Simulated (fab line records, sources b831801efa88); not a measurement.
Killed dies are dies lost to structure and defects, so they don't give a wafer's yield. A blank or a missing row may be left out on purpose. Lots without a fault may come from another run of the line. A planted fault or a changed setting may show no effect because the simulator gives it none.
A struck lot beside a sound one | flow gf180mcu | 14 steps out of a route of 602
Sound: wafers L917.1, L917.3, L917.6. Struck: wafers L903.1, L903.4, L903.6. The cause comes at the end.
At each step with rows: each side's tool, then ch and its chambers, then its first start. Under that, the readings that differ: sound wafers | struck wafers | difference of the means | sigmas: that difference in standard deviations of wafers without a fault.
alike: readings whose means differ by less than 2 such deviations, and words and numbers that are the same on both sides. not compared: withheld readings, readings that some wafer has no value for, bounds like >300 that may hide the same value, and numbers for which the record gives no deviation and whose values overlap.
The two part at a step that has a row with sigmas, a row that says differs or no value, or rows on one side only. Numbers that don't overlap but have no deviation are shown without sigmas and don't part them. A reading that every wafer of one side lacks parts them only if that side has two wafers or more.

first, 1 step without rows for these wafers: GF_V4_CVD_00 (deposits SiO2, target thk 600 nm, time 100 s).
GF_V4_THK_MEAS_01:
  sound on film_metro-01, day 30 04:44; struck on film_metro-02, day 26 04:49
  alike: V4_CVD_00_THK
GF_V4_CVD_02: deposits SiO2 from TEOS, target thk 850 nm, time 94.851 s.
  sound on pecvd-02 ch 0,2, day 30 04:47; struck on pecvd-04 ch 0,1, day 26 04:53
  alike: heater_power_w
GF_V4_THK_MEAS_03:
  sound on film_metro-04, day 30 04:52; struck on film_metro-02, day 26 04:58
  alike: V4_CVD_02_THK
GF_V4_CMP_04: polishes SiO2.
  sound on cmp-02 ch 0,2, day 30 05:19; struck on cmp-01 ch 0,1,2, day 26 05:08
  alike: motor_current_A, time_to_endpoint_s
GF_V4_BOW_MEAS_05:
  sound on film_metro-04, day 30 05:34; struck on film_metro-01, day 26 05:20
  alike: V4_BOW
then, 6 steps without rows for these wafers: GF_V4_DEHYDRATE_06 (time 60 s); GF_V4_HMDS_07 (prime time 60 s); GF_V4_COAT_08; GF_V4_COAT_09 (resist thk 1000 nm); GF_V4_SOFTBAKE_10 (time 60 s); GF_V4_EXPOSE_11 (exposes mask Via4, target cd 260 nm).
GF_V4_PEB_12: peb time 90 s.
  sound on litho_track-02 ch 0, day 30 23:16; struck on litho_track-04, day 27 02:21
  no value came back on the struck wafers for chill_plate_temp_C (C), exhaust_pa (Pa), heater_power_total_W (W); on the sound wafers chill_plate_temp_C (C) reads 23.08 23.04 22.97
then, 1 step without rows for these wafers: GF_V4_DEVELOP_13 (develop time 60 s).

WHERE THEY PART
Only at GF_V4_PEB_12, within this record.

WHY: what the simulator had put in
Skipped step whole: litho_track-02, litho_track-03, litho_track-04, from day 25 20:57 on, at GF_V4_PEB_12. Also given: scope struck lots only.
